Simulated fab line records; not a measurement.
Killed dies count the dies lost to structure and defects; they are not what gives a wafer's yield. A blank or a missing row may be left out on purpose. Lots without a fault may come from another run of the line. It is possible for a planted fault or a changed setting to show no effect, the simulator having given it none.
Struck lot and sound lot, side by side | flow sky130 | 15 out of 708 route steps
Sound: the wafers L607.3, L607.4, L607.5. Struck: wafer L620.4. (L620.3 of the same lot was not struck and is left out.) The cause comes at the end.
Per side, at each step with rows, come the tool, then ch with its chambers, and then its first start. Under that, the readings that differ: sound wafers | struck wafers | difference of the means | sigmas: that difference in standard deviations of wafers without a fault.
alike: readings whose means differ by less than 2 such deviations, and words and numbers that are the same on both sides. not compared: withheld readings, readings that some wafer has no value for, bounds like >300 that may hide the same value, and numbers for which the record gives no deviation and whose values overlap.
A row with sigmas, a row that says differs or no value, or rows on one side alone: a step with any of these is where the two part. Non-overlapping numbers with no deviation appear without sigmas and do not part them. A reading missing from all wafers of one side parts the sides only when that side holds two or more wafers.

SKY_VIA2_CD_MEAS_12: target cd 200 nm.
  sound on cd sem-02, day 37 06:34; struck on cd sem-02, day 40 16:53
  alike: cd nm
SKY_VIA2_OVL_MEAS_13:
  sound on overlay-01, day 37 06:39; struck on overlay-01, day 40 16:59
  alike: VIA2_OVL
SKY_VIA2_ETCH_14: etches BARC in N2/H2, stops on SiO2, time 45.9 s, target depth 60 nm.
  sound on rie diel-04 ch 1,2,3, day 37 06:41; struck on rie diel-04 ch 1, day 40 17:01
  alike: drypump motor current A, h2 flow sccm, oes product au, throttle valve pct
  not compared: rf hours counter h
SKY_VIA2_ETCH_15: etches SiO2 in C4F8/O2/Ar, stops on TiN, target depth 546 nm, time 84 s.
  sound on rie diel-04 ch 1,2,3, day 37 06:43; struck on rie diel-04 ch 1, day 40 17:03
  alike: oes product au
  not compared: rf hours counter h
SKY_VIA2_STRIP_16: strips in O2/N2.
  sound on plasma asher-04 ch 0,1, day 37 06:49; struck on plasma asher-02 ch 1, day 40 17:08
  alike: drypump motor current A, oes product au, strip time to endpoint s
  not compared: rf hours counter h
then, 4 steps without rows for these wafers: SKY_VIA2_STRIP_17 (strips in post etch residue remover, time 1200 s); SKY_VIA2_CLEAN_18 (cleans in IPA, time 180 s); SKY_VIA2_CLEAN_19 (cleans in O3/DIW); SKY_VIA2_SPUTTER_20 (material TiN, target thk 20 nm, time 80 s).
SKY_VIA2_CVD_21: deposits W, target thk 420 nm, time 126.4 s.
  sound on cvd w-01 ch 0,1, day 37 07:29; struck on cvd w-01 ch 0, day 40 17:49
  alike: heater power outer w, heater power w
SKY_VIA2_RS_MEAS_22: uses a four-point probe to measure.
  sound on film metro-01, day 37 07:37; struck on film metro-02, day 40 17:56
  reading            | sound                | struck | difference | sigmas
  VIA2_W_RS (ohm/sq) | 0.2803 0.2752 0.2763 | 0.2714 | -0.0059    | -2
SKY_VIA2_THK_MEAS_23: measures by xrf.
  sound on film metro-01, day 37 07:43; struck on film metro-02, day 40 18:02
  alike: VIA2_W_THK
SKY_VIA2_CMP_24: polishes, stops on SiO2, t overpolish 20 s, target thk 0 nm.
  sound on cmp-01 ch 2,3, day 37 07:45; struck on cmp-01 ch 2, day 40 18:05
  reading                | sound                | struck | difference | sigmas
  overpolish run s (s)   | 20.008 20.005 19.997 | 0.041  | -19.962    | -99 or more
  time to endpoint s (s) | 101 99 98            | 158    | +59        | +19
  alike: motor current A, slurry flow ml min
SKY_METAL3_SPUTTER_00: material Ti, target thk 15 nm, time 10 s.
  sound wafers here have rows in the record (pvd sputter-04, day 37 08:03); struck ones have none
-- the record jumps here: 8 days lie between the struck wafers' starts before and after (it left off in module METAL3 and takes up again in module PAD_OPEN, whose first step shown is number 708 of the route) --
SKY_PAD_OPEN_PROBE_99:
  sound on prober-01, day 46 13:22; struck on prober-01, day 49 05:28
  reading                  | sound          | struck | difference | sigmas
  defect limited yield (%) | 79.5 81.9 82.1 | 0      | -81        | -43
  killed_at_M0_to_M3       | 52 46 38       | 458    | +413       | +63
  killed at front end      | 21 22 24       | 10     | -12        | -3
  killed dies              | 101 89 88      | 492    | +399       | +42
  killed on rim            | 21 18 21       | 96     | +76        | +19
  sort_bin_3_pad_short (%) | 1.2 2.0 0.4    | 86.0   | +84.8      | +99 or more
  sort n pass              | 391 403 404    | 0      | -399       | -42
  sort yield pct (%)       | 79.5 81.9 82.1 | 0      | -81        | -43
  alike: killed_at_M4_up, killed at contacts, killed at other, killed open, killed short, sort_bin_5_function, sort_bin_6_memory

WHERE THEY PART
Earliest at SKY_VIA2_RS_MEAS_22; latest, in this record, at SKY_PAD_OPEN_PROBE_99.

WHY: the cause the simulator had injected
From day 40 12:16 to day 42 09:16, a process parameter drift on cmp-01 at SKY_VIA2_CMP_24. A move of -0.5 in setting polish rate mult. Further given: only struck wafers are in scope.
